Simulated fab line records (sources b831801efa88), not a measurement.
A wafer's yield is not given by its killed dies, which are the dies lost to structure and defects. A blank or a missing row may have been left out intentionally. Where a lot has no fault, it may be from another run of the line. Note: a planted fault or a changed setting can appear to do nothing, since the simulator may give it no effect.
Which tool is to blame? + flow gf180mcu + 18 wafers from 6 lots sampled at 3 of the route's 602 steps

## WHAT THE GAUGES READ, wafer by wafer
GF_HV_LDD_RS_MEAS_53: measurement is done with a four-point probe.
| lot  | measured     | on           | HV_LDD_RS (ohm/sq) |
|------|--------------|--------------|--------------------|
| L204 | day 13 04:10 | filmMetro-01 | 417.9 417.0 417.9  |
| L206 | day 14 03:46 | filmMetro-03 | 419.0 418.1 417.5  |
| L211 | day 15 14:28 | filmMetro-01 | 399.7 400.0 399.8  |
| L219 | day 18 16:23 | filmMetro-03 | 418.6 419.6 418.7  |
| L221 | day 19 00:05 | filmMetro-04 | 418.3 417.7 418.1  |
| L224 | day 20 05:40 | filmMetro-01 | 416.9 417.2 418.0  |

## TOOL THAT RAN EACH LOT (tool first, then ch and the chambers of the sampled wafers, then the start)
| lot  | GF_VT_IMPLANT_STRIP_09              | GF_HV_LDD_IMPLANT_34            |
|------|-------------------------------------|---------------------------------|
| L204 | plasmaAsher-01 ch 0,1, day 6 06:24  | implanter-04 ch 0, day 12 06:33 |
| L206 | plasmaAsher-04 ch 0,1, day 6 23:15  | implanter-01 ch 0, day 13 06:45 |
| L211 | plasmaAsher-03 ch 0,1, day 8 03:11  | implanter-04 ch 0, day 14 15:48 |
| L219 | plasmaAsher-03 ch 0, day 10 09:39   | implanter-04 ch 0, day 17 15:47 |
| L221 | plasmaAsher-04 ch 0,1, day 10 15:36 | implanter-04 ch 0, day 17 23:25 |
| L224 | plasmaAsher-01 ch 0,1, day 11 15:00 | implanter-01 ch 0, day 19 04:34 |
- GF_VT_IMPLANT_STRIP_09: strips in O2/N2.
- GF_HV_LDD_IMPLANT_34

## THE ANSWER, worked out from the rows above alone
Rule: the lots themselves supply what counts as usual. Put in order of their means at a reading, lots are off if they are a third of the lots or fewer, leave a main group of 4 or more, and stand apart from it by a gap of 3 or more times the standard deviation of the main group's means; of several such gaps the widest counts. A main group is skipped when, at the precision printed for the reading in the tables above, its means are all equal. Also off: a lot with no number at a reading for which 4 or more lots have one. Where the step has rows for the other lots, those lots are counted as sound.
Off: L211, seen at GF_HV_LDD_RS_MEAS_53 (HV_LDD_RS). Main group: mean 418.0 ohm/sq, sd 0.55.
A tool fits if, at a process step before that reading, it ran every lot that is off, and no sound lot after the first of them. The gauges at GF_HV_LDD_RS_MEAS_53 are tried like those tools. Not one of the candidates tried fits.

## WHAT THE SIMULATOR HAD INSERTED
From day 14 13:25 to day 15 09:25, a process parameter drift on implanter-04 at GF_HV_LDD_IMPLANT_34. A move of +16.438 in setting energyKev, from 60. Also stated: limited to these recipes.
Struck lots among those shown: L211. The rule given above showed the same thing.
